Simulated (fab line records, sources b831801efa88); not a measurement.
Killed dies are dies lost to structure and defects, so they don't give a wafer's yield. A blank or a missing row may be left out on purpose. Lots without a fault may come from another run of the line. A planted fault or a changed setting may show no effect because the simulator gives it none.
fab line records | flow sky130 | part 1 of 2: steps 1 to 26 of 36
record lots=5 wafers=15 last_day=49
route steps=708 shown PWDE@53 NWELL@56 VT_ADJUST_HVTP@85
lots that met no fault: from a run of the same line without faults
start_h: hours from the record's first day to the start of the lot's first wafer shown | wait_h: hours since the lot's step before | " the same as in the row above | L1.1+2: a row that stands for several wafers | - no value, or no start given | * or withheld: withheld | < > ~ a bound
route shown NAME@n: a module of which the file shows steps, and the number in the route of the first | usual: mean/standard deviation of fault-free wafers | same: alike in all rows | chamber/n: place in a boat | sites: the reading at each site | _std_site: their standard deviation | _edge_site: outer sites' mean less inner sites' | radius_mm: how far each site lies from the wafer's centre | mask NAME#n: copy n | behind: the tool/chamber that last shaped the wafer | hold: why the lot was held/for how many hours/how that ended | device: the transistor (n, p or np) that didn't switch | end of line: the same wafers' tests at the end of the route | a step without rows: its recipe alone | killed: dies lost to structure and defects at the first sort, not the wafer's yield | map: a wafer's dies, x killed, . not, _ none there
set.NAME: the setting as run; set.NAME@STEP: as run at that earlier step | model.NAME: the simulator's own value behind a step, which no gauge read
lots at some steps of the route; a table a step, a row a wafer
services: from which hour (start_h, from the record's first day; less than 0 if before it) a tool's chamber was out of use, for how many hours, and why
## steps
# step SKY_PWDE_IMPLANT_08
# recipe species=B energy_kev=150 dose_cm2=3.6e+12 tilt_deg=withheld
# columns lot.wafer tool chamber start_h wait_h
L074.3+4+5 implanter-03 0 68.68 0.1
L081.1+3+5 implanter-03 0 114.92 0.0
L085.1+3+5 implanter-03 0 131.82 0.0
L089.1+2+5 implanter-03 0 159.27 0.0
L093.1+2+5 implanter-01 0 180.73 0.0
# step SKY_PWDE_STRIP_09
# recipe chemistry=O2/N2 power_w=1400 pressure_mtorr=1500 platen_temp_c=withheld o2_flow_sccm=3000 n2_flow_sccm=300 overash_fraction=0.5
# usual drypump_motor_current_A=5.5/0.39 o2_flow_sccm=2999/9.1 oes_product_au=0.722/0.0048 strip_time_to_endpoint_s=36.94/0.094
# same overash_fraction=0.5
# columns lot.wafer tool chamber start_h wait_h drypump_motor_current_A o2_flow_sccm oes_product_au rf_hours_counter_h strip_time_to_endpoint_s
L074.3 plasma_asher-04 1 68.81 0.1 4.9 2998 0.726 - 36.83
L074.4 " 0 " " 5.6 3005 0.719 - 36.88
L074.5 " 1 " " 4.9 3013 0.718 - 36.84
L081.1 plasma_asher-04 1 115.07 0.1 4.9 3006 0.730 41 36.99
L081.3 " 1 " " 4.9 3015 0.716 - 36.96
L081.5 " 1 " " 4.9 2999 0.721 - 36.93
L085.1 plasma_asher-01 1 131.97 0.1 5.3 3006 0.723 30 36.90
L085.3 " 0 " " 5.7 2988 0.717 - 36.96
L085.5 " 0 " " 5.7 3000 0.720 - 36.94
L089.1 plasma_asher-02 0 159.42 0.1 5.8 2994 0.717 45 37.13
L089.2 " 1 " " 6.0 2995 0.722 45 37.06
L089.5 " 1 " " 6.0 3002 0.721 - 37.11
L093.1 plasma_asher-04 1 180.88 0.1 4.9 3002 0.725 47 36.91
L093.2 " 0 " " 5.6 3000 0.727 47 36.85
L093.5 " 1 " " 4.9 3010 0.722 - 36.91
# step SKY_PWDE_TW_MEAS_10
# usual PWDE_TW=371/3.9
# columns lot.wafer tool chamber start_h wait_h PWDE_TW
L074.3 film_metro-03 - 68.90 0.1 367
L074.4 " - " " 368
L074.5 " - " " 368
L081.1 film_metro-03 - 115.17 0.1 369
L081.3 " - " " 365
L081.5 " - " " 367
L085.1 film_metro-04 - 132.07 0.1 376
L085.3 " - " " 375
L085.5 " - " " 376
L089.1 film_metro-01 - 159.52 0.1 371
L089.2 " - " " 368
L089.5 " - " " 370
L093.1 film_metro-04 - 180.98 0.1 372
L093.2 " - " " 372
L093.5 " - " " 375
# step SKY_NWELL_DEHYDRATE_03
# recipe temp_c=200 time_s=60
# usual chill_plate_temp_C=23.00/0.092
# columns lot.wafer tool chamber start_h wait_h chill_plate_temp_C
L074.3 litho_track-03 0 76.75 7.8 22.94
L074.4 " 0 " " 22.94
L074.5 " 0 " " 22.97
L081.1 litho_track-01 0 124.08 8.9 22.87
L081.3 " 0 " " 22.83
L081.5 " 0 " " 23.04
L085.1 litho_track-03 0 140.25 8.2 22.98
L085.3 " 0 " " 23.04
L085.5 " 0 " " 22.88
L089.1 litho_track-01 0 169.18 9.7 22.96
L089.2 " 0 " " 22.99
L089.5 " 0 " " 23.12
L093.1 litho_track-02 0 191.14 10.1 22.95
L093.2 " 0 " " 22.92
L093.5 " 0 " " 23.04
# step SKY_NWELL_HMDS_04
# recipe prime_time_s=60 prime_temp_c=120
# usual chill_plate_temp_C=23.02/0.11
# columns lot.wafer tool chamber start_h wait_h chill_plate_temp_C
L074.3 litho_track-03 0 76.90 0.1 23.13
L074.4 " 0 " " 23.08
L074.5 " 0 " " 23.02
L081.1 litho_track-01 0 124.23 0.1 22.99
L081.3 " 0 " " 22.95
L081.5 " 0 " " 23.00
L085.1 litho_track-03 0 140.40 0.1 23.16
L085.3 " 0 " " 23.04
L085.5 " 0 " " 23.05
L089.1 litho_track-01 0 169.33 0.1 22.91
L089.2 " 0 " " 23.03
L089.5 " 0 " " 22.98
L093.1 litho_track-02 0 191.29 0.1 23.03
L093.2 " 0 " " 22.95
L093.5 " 0 " " 23.12
# step SKY_NWELL_COAT_05
# recipe spin_rpm=2000 resist_thk_nm=3000
# usual chill_plate_temp_C=23.00/0.11
# columns lot.wafer tool chamber start_h wait_h chill_plate_temp_C
L074.3 litho_track-03 0 77.05 0.1 23.06
L074.4 " 0 " " 23.00
L074.5 " 0 " " 22.88
L081.1 litho_track-01 0 124.38 0.1 22.89
L081.3 " 0 " " 22.99
L081.5 " 0 " " 22.97
L085.1 litho_track-03 0 140.55 0.1 22.76
L085.3 " 0 " " 22.90
L085.5 " 0 " " 22.96
L089.1 litho_track-01 0 169.48 0.1 23.05
L089.2 " 0 " " 23.12
L089.5 " 0 " " 23.09
L093.1 litho_track-02 0 191.44 0.1 23.11
L093.2 " 0 " " 23.01
L093.5 " 0 " " 23.08
# step SKY_NWELL_SOFTBAKE_06
# recipe temp_c=110 time_s=withheld
# usual chill_plate_temp_C=22.96/0.1
# columns lot.wafer tool chamber start_h wait_h chill_plate_temp_C
L074.3 litho_track-03 0 77.22 0.1 22.84
L074.4 " 0 " " 22.91
L074.5 " 0 " " 22.78
L081.1 litho_track-01 0 124.53 0.1 22.91
L081.3 " 0 " " 22.83
L081.5 " 0 " " 22.97
L085.1 litho_track-03 0 140.70 0.1 23.03
L085.3 " 0 " " 22.97
L085.5 " 0 " " 23.03
L089.1 litho_track-01 0 169.63 0.1 22.95
L089.2 " 0 " " 22.89
L089.5 " 0 " " 23.03
L093.1 litho_track-02 0 191.59 0.1 23.09
L093.2 " 0 " " 23.06
L093.5 " 0 " " 23.08
# step SKY_NWELL_EXPOSE_07
# recipe mask_id=NWM na=0.6 source_shape=conventional sigma_outer=0.6 polarization=unpolarized target_cd_nm=840 dose_mj=255
# usual reticle_temp_C=23.01/0.1
# columns lot.wafer tool chamber start_h wait_h mask reticle_temp_C
L074.3 iline_stepper-01 0 - - NWM#0 23.00
L074.4 " 0 " " NWM#0 23.14
L074.5 " 0 " " NWM#0 23.10
L081.1 iline_stepper-02 0 - - NWM#0 22.81
L081.3 " 0 " " NWM#0 23.05
L081.5 " 0 " " NWM#0 22.95
L085.1 iline_stepper-02 0 - - NWM#0 22.88
L085.3 " 0 " " NWM#0 22.96
L085.5 " 0 " " NWM#0 22.88
L089.1 iline_stepper-02 0 - - NWM#0 22.99
L089.2 " 0 " " NWM#0 22.99
L089.5 " 0 " " NWM#0 22.93
L093.1 iline_stepper-01 0 - - NWM#0 23.04
L093.2 " 0 " " NWM#0 23.13
L093.5 " 0 " " NWM#0 23.05
# step SKY_NWELL_PEB_08
# recipe temp_c=115 time_s=withheld
# usual chill_plate_temp_C=23.00/0.1
# columns lot.wafer tool chamber start_h wait_h chill_plate_temp_C
L074.3 litho_track-03 0 - - 23.16
L074.4 " 0 " " 23.06
L074.5 " 0 " " 23.07
L081.1 litho_track-03 0 - - 23.04
L081.3 " 0 " " 22.91
L081.5 " 0 " " 23.08
L085.1 litho_track-01 0 - - 22.97
L085.3 " 0 " " 22.99
L085.5 " 0 " " 22.89
L089.1 litho_track-03 0 - - 22.95
L089.2 " 0 " " 22.89
L089.5 " 0 " " 22.97
L093.1 litho_track-03 0 - - 23.02
L093.2 " 0 " " 22.89
L093.5 " 0 " " 22.95
# step SKY_NWELL_DEVELOP_09
# recipe wall_angle_deg=90 developer=TMAH develop_time_s=60 dev_temp_c=23
# usual chill_plate_temp_C=22.99/0.12
# columns lot.wafer tool chamber start_h wait_h chill_plate_temp_C
L074.3 litho_track-03 0 - - 23.10
L074.4 " 0 " " 23.07
L074.5 " 0 " " 22.92
L081.1 litho_track-03 0 - - 22.89
L081.3 " 0 " " 23.00
L081.5 " 0 " " 22.87
L085.1 litho_track-01 0 - - 22.80
L085.3 " 0 " " 22.91
L085.5 " 0 " " 22.74
L089.1 litho_track-03 0 - - 23.06
L089.2 " 0 " " 23.07
L089.5 " 0 " " 22.92
L093.1 litho_track-03 0 - - 22.92
L093.2 " 0 " " 22.81
L093.5 " 0 " " 22.86
# step SKY_NWELL_OVL_MEAS_10
# usual NWELL_00_OVL=0.8/1.3
# columns lot.wafer tool chamber start_h wait_h NWELL_00_OVL[nm]
L074.3 overlay-02 - 85.41 - 0.3
L074.4 " - " " 1.1
L074.5 " - " " 2.2
L081.1 overlay-01 - 133.85 - 4.4
L081.3 " - " " 3.4
L081.5 " - " " 3.7
L085.1 overlay-01 - 150.08 - 2.4
L085.3 " - " " 1.1
L085.5 " - " " 0.3
L089.1 overlay-01 - 180.20 - 0.7
L089.2 " - " " 1.8
L089.5 " - " " 0.2
L093.1 overlay-02 - 201.40 - -0.5
L093.2 " - " " -1.4
L093.5 " - " " -1.4
# step SKY_NWELL_IMPLANT_11
# recipe species=P energy_kev=400 dose_cm2=1.9e+13 tilt_deg=withheld
# columns lot.wafer tool chamber start_h wait_h
L074.3+4+5 implanter-02 0 85.49 0.1
L081.1+3+5 implanter-02 0 133.89 0.0
L085.1+3+5 implanter-02 0 150.12 0.0
L089.1+2+5 implanter-02 0 180.24 0.0
L093.1+2+5 implanter-03 0 201.44 0.0
# step SKY_NWELL_IMPLANT_12
# recipe species=P energy_kev=120 dose_cm2=1.3e+12 tilt_deg=withheld
# columns lot.wafer tool chamber start_h wait_h
L074.3+4+5 implanter-02 0 85.64 0.1
L081.1+3+5 implanter-02 0 134.04 0.1
L085.1+3+5 implanter-02 0 150.27 0.1
L089.1+2+5 implanter-02 0 180.39 0.1
L093.1+2+5 implanter-03 0 201.59 0.1
# step SKY_NWELL_IMPLANT_13
# recipe species=P energy_kev=50 dose_cm2=7e+11 tilt_deg=withheld
# columns lot.wafer tool chamber start_h wait_h
L074.3+4+5 implanter-02 0 85.79 0.1
L081.1+3+5 implanter-02 0 134.19 0.1
L085.1+3+5 implanter-02 0 150.42 0.1
L089.1+2+5 implanter-02 0 180.54 0.1
L093.1+2+5 implanter-03 0 201.74 0.1
# step SKY_NWELL_STRIP_14
# recipe chemistry=O2/N2 power_w=1400 pressure_mtorr=1500 platen_temp_c=withheld o2_flow_sccm=3000 n2_flow_sccm=300 overash_fraction=0.5
# usual drypump_motor_current_A=5.86/0.29 o2_flow_sccm=3000/8.4 oes_product_au=0.722/0.0047 strip_time_to_endpoint_s=36.90/0.11
# same overash_fraction=0.5
# columns lot.wafer tool chamber start_h wait_h drypump_motor_current_A o2_flow_sccm oes_product_au rf_hours_counter_h strip_time_to_endpoint_s
L074.3 plasma_asher-01 0 85.92 0.1 5.70 2995 0.727 - 36.92
L074.4 " 1 " " 5.32 2997 0.723 - 37.01
L074.5 " 1 " " 5.31 3000 0.728 - 36.99
L081.1 plasma_asher-01 0 134.34 0.1 5.70 2993 0.718 31 37.07
L081.3 " 1 " " 5.31 2993 0.708 - 37.07
L081.5 " 0 " " 5.68 3007 0.717 - 37.06
L085.1 plasma_asher-03 0 150.57 0.1 6.22 3006 0.723 3 36.89
L085.3 " 0 " " 6.23 3004 0.728 - 36.91
L085.5 " 0 " " 6.22 3000 0.717 - 36.94
L089.1 plasma_asher-01 1 180.69 0.1 5.33 2995 0.722 35 36.82
L089.2 " 0 " " 5.65 2989 0.720 35 36.76
L089.5 " 0 " " 5.70 2984 0.729 - 36.72
L093.1 plasma_asher-02 1 201.89 0.1 6.03 2992 0.730 50 36.95
L093.2 " 0 " " 5.83 3003 0.713 50 36.98
L093.5 " 0 " " 5.80 3000 0.719 - 36.86
# step SKY_NWELL_TW_MEAS_15
# usual NWELL_TW=1806/19
# columns lot.wafer tool chamber start_h wait_h NWELL_TW
L074.3 film_metro-04 - 86.01 0.1 1820
L074.4 " - " " 1824
L074.5 " - " " 1819
L081.1 film_metro-04 - 134.44 0.1 1833
L081.3 " - " " 1824
L081.5 " - " " 1836
L085.1 film_metro-01 - 150.67 0.1 1802
L085.3 " - " " 1805
L085.5 " - " " 1803
L089.1 film_metro-01 - 180.79 0.1 1807
L089.2 " - " " 1813
L089.5 " - " " 1810
L093.1 film_metro-04 - 201.99 0.1 1824
L093.2 " - " " 1829
L093.5 " - " " 1826
# step SKY_NWELL_DEHYDRATE_16
# recipe temp_c=200 time_s=60
# usual chill_plate_temp_C=23.01/0.11
# columns lot.wafer tool chamber start_h wait_h chill_plate_temp_C
L074.3 litho_track-03 0 93.55 7.5 22.82
L074.4 " 0 " " 22.96
L074.5 " 0 " " 22.87
L081.1 litho_track-03 0 143.70 9.3 22.84
L081.3 " 0 " " 22.91
L081.5 " 0 " " 22.93
L085.1 litho_track-01 0 159.53 8.9 23.15
L085.3 " 0 " " 22.97
L085.5 " 0 " " 23.20
L089.1 litho_track-03 0 190.75 10.0 23.04
L089.2 " 0 " " 23.09
L089.5 " 0 " " 23.17
L093.1 litho_track-03 0 213.50 11.5 23.00
L093.2 " 0 " " 22.92
L093.5 " 0 " " 22.85
# step SKY_NWELL_HMDS_17
# recipe prime_time_s=60 prime_temp_c=120
# usual chill_plate_temp_C=23.01/0.13
# columns lot.wafer tool chamber start_h wait_h chill_plate_temp_C
L074.3 litho_track-03 0 93.70 0.1 23.07
L074.4 " 0 " " 23.23
L074.5 " 0 " " 23.10
L081.1 litho_track-03 0 143.85 0.1 23.04
L081.3 " 0 " " 23.00
L081.5 " 0 " " 23.01
L085.1 litho_track-01 0 159.68 0.1 23.05
L085.3 " 0 " " 22.93
L085.5 " 0 " " 23.00
L089.1 litho_track-03 0 190.90 0.1 22.97
L089.2 " 0 " " 22.84
L089.5 " 0 " " 23.04
L093.1 litho_track-03 0 213.65 0.1 23.10
L093.2 " 0 " " 23.20
L093.5 " 0 " " 23.14
# step SKY_NWELL_COAT_18
# recipe spin_rpm=2000 resist_thk_nm=3000
# usual chill_plate_temp_C=23.00/0.11
# columns lot.wafer tool chamber start_h wait_h chill_plate_temp_C
L074.3 litho_track-03 0 93.85 0.1 22.85
L074.4 " 0 " " 22.81
L074.5 " 0 " " 22.86
L081.1 litho_track-03 0 144.00 0.1 22.95
L081.3 " 0 " " 22.96
L081.5 " 0 " " 23.01
L085.1 litho_track-01 0 159.83 0.1 22.97
L085.3 " 0 " " 23.03
L085.5 " 0 " " 22.84
L089.1 litho_track-03 0 191.05 0.1 22.96
L089.2 " 0 " " 23.32
L089.5 " 0 " " 22.97
L093.1 litho_track-03 0 213.80 0.1 23.08
L093.2 " 0 " " 22.97
L093.5 " 0 " " 22.90
# step SKY_NWELL_SOFTBAKE_19
# recipe temp_c=110 time_s=withheld
# usual chill_plate_temp_C=22.98/0.11
# columns lot.wafer tool chamber start_h wait_h chill_plate_temp_C
L074.3 litho_track-03 0 94.02 0.1 23.21
L074.4 " 0 " " 23.02
L074.5 " 0 " " 23.13
L081.1 litho_track-03 0 144.15 0.1 22.92
L081.3 " 0 " " 23.04
L081.5 " 0 " " 22.89
L085.1 litho_track-01 0 159.98 0.1 23.01
L085.3 " 0 " " 22.87
L085.5 " 0 " " 22.77
L089.1 litho_track-03 0 191.20 0.1 22.80
L089.2 " 0 " " 22.95
L089.5 " 0 " " 22.98
L093.1 litho_track-03 0 213.95 0.1 23.03
L093.2 " 0 " " 23.13
L093.5 " 0 " " 23.03
# step SKY_NWELL_EXPOSE_20
# recipe mask_id=NWM_COMPLEMENT na=0.6 source_shape=conventional sigma_outer=0.6 polarization=unpolarized target_cd_nm=840 dose_mj=260
# usual reticle_temp_C=23.01/0.1
# columns lot.wafer tool chamber start_h wait_h mask reticle_temp_C
L074.3 iline_stepper-02 0 - - NWM_COMPLEMENT#0 22.88
L074.4 " 0 " " NWM_COMPLEMENT#0 22.94
L074.5 " 0 " " NWM_COMPLEMENT#0 22.90
L081.1 iline_stepper-01 0 - - NWM_COMPLEMENT#0 23.11
L081.3 " 0 " " NWM_COMPLEMENT#0 23.21
L081.5 " 0 " " NWM_COMPLEMENT#0 23.31
L085.1 iline_stepper-01 0 - - NWM_COMPLEMENT#0 23.12
L085.3 " 0 " " NWM_COMPLEMENT#0 22.97
L085.5 " 0 " " NWM_COMPLEMENT#0 23.03
L089.1 iline_stepper-01 0 - - NWM_COMPLEMENT#0 23.09
L089.2 " 0 " " NWM_COMPLEMENT#0 23.00
L089.5 " 0 " " NWM_COMPLEMENT#0 23.01
L093.1 iline_stepper-02 0 - - NWM_COMPLEMENT#0 22.94
L093.2 " 0 " " NWM_COMPLEMENT#0 23.16
L093.5 " 0 " " NWM_COMPLEMENT#0 23.06
# step SKY_NWELL_PEB_21
# recipe temp_c=115 time_s=withheld
# usual chill_plate_temp_C=23.00/0.1
# columns lot.wafer tool chamber start_h wait_h chill_plate_temp_C
L074.3 litho_track-02 0 - - 23.01
L074.4 " 0 " " 22.99
L074.5 " 0 " " 22.95
L081.1 litho_track-03 0 - - 23.01
L081.3 " 0 " " 23.08
L081.5 " 0 " " 23.07
L085.1 litho_track-01 0 - - 23.05
L085.3 " 0 " " 23.13
L085.5 " 0 " " 22.93
L089.1 litho_track-01 0 - - 23.00
L089.2 " 0 " " 23.18
L089.5 " 0 " " 22.99
L093.1 litho_track-03 0 - - 23.19
L093.2 " 0 " " 23.00
L093.5 " 0 " " 23.00
# step SKY_NWELL_DEVELOP_22
# recipe wall_angle_deg=90 developer=TMAH develop_time_s=60 dev_temp_c=23
# usual chill_plate_temp_C=23.02/0.12
# columns lot.wafer tool chamber start_h wait_h chill_plate_temp_C
L074.3 litho_track-02 0 - - 22.95
L074.4 " 0 " " 22.95
L074.5 " 0 " " 22.94
L081.1 litho_track-03 0 - - 22.95
L081.3 " 0 " " 22.97
L081.5 " 0 " " 22.99
L085.1 litho_track-01 0 - - 22.89
L085.3 " 0 " " 22.90
L085.5 " 0 " " 22.80
L089.1 litho_track-01 0 - - 23.22
L089.2 " 0 " " 23.13
L089.5 " 0 " " 23.12
L093.1 litho_track-03 0 - - 23.01
L093.2 " 0 " " 22.90
L093.5 " 0 " " 23.04
# step SKY_NWELL_OVL_MEAS_23
# usual NWELL_01_OVL=-0.7/1.4
# columns lot.wafer tool chamber start_h wait_h NWELL_01_OVL[nm]
L074.3 overlay-02 - 103.80 - -0.9
L074.4 " - " " -0.8
L074.5 " - " " -2.3
L081.1 overlay-02 - 152.80 - -2.6
L081.3 " - " " -2.8
L081.5 " - " " -1.3
L085.1 overlay-01 - 170.53 - -1.8
L085.3 " - " " -2.8
L085.5 " - " " -2.6
L089.1 overlay-02 - 200.93 - -2.2
L089.2 " - " " -0.9
L089.5 " - " " -1.2
L093.1 overlay-01 - 225.00 - 0.5
L093.2 " - " " 0.0
L093.5 " - " " 0.8
# step SKY_NWELL_IMPLANT_24
# recipe species=B energy_kev=140 dose_cm2=9.2e+12 tilt_deg=withheld
# columns lot.wafer tool chamber start_h wait_h
L074.3+4+5 implanter-02 0 103.87 0.1
L081.1+3+5 implanter-02 0 152.84 0.0
L085.1+3+5 implanter-03 0 170.57 0.0
L089.1+2+5 implanter-02 0 200.97 0.0
L093.1+2+5 implanter-03 0 225.04 0.0
# step SKY_NWELL_STRIP_25
# recipe chemistry=O2/N2 power_w=1400 pressure_mtorr=1500 platen_temp_c=withheld o2_flow_sccm=3000 n2_flow_sccm=300 overash_fraction=0.5
# usual drypump_motor_current_A=5.9/0.35 o2_flow_sccm=3000/8.4 oes_product_au=0.723/0.0044 strip_time_to_endpoint_s=36.87/0.099
# same overash_fraction=0.5
# columns lot.wafer tool chamber start_h wait_h drypump_motor_current_A o2_flow_sccm oes_product_au rf_hours_counter_h strip_time_to_endpoint_s
L074.3 plasma_asher-01 1 104.01 0.1 5.3 2997 0.722 - 36.79
L074.4 " 0 " " 5.7 2994 0.724 - 36.75
L074.5 " 1 " " 5.3 3013 0.725 - 36.83
L081.1 plasma_asher-02 0 152.99 0.1 5.8 3001 0.727 45 36.88
L081.3 " 0 " " 5.8 3007 0.716 - 36.90
L081.5 " 1 " " 6.0 2992 0.729 - 37.00
L085.1 plasma_asher-03 1 170.72 0.1 6.2 3011 0.717 5 36.92
L085.3 " 1 " " 6.2 3006 0.719 - 36.84
L085.5 " 1 " " 6.3 2999 0.715 - 36.86
L089.1 plasma_asher-01 0 201.12 0.1 5.7 3002 0.724 38 36.96
L089.2 " 1 " " 5.3 3000 0.726 38 36.87
L089.5 " 1 " " 5.3 2999 0.720 - 36.93
L093.1 plasma_asher-01 0 225.19 0.1 5.7 2986 0.722 40 37.02
L093.2 " 1 " " 5.3 3001 0.726 40 37.00
L093.5 " 1 " " 5.3 2996 0.725 - 36.95
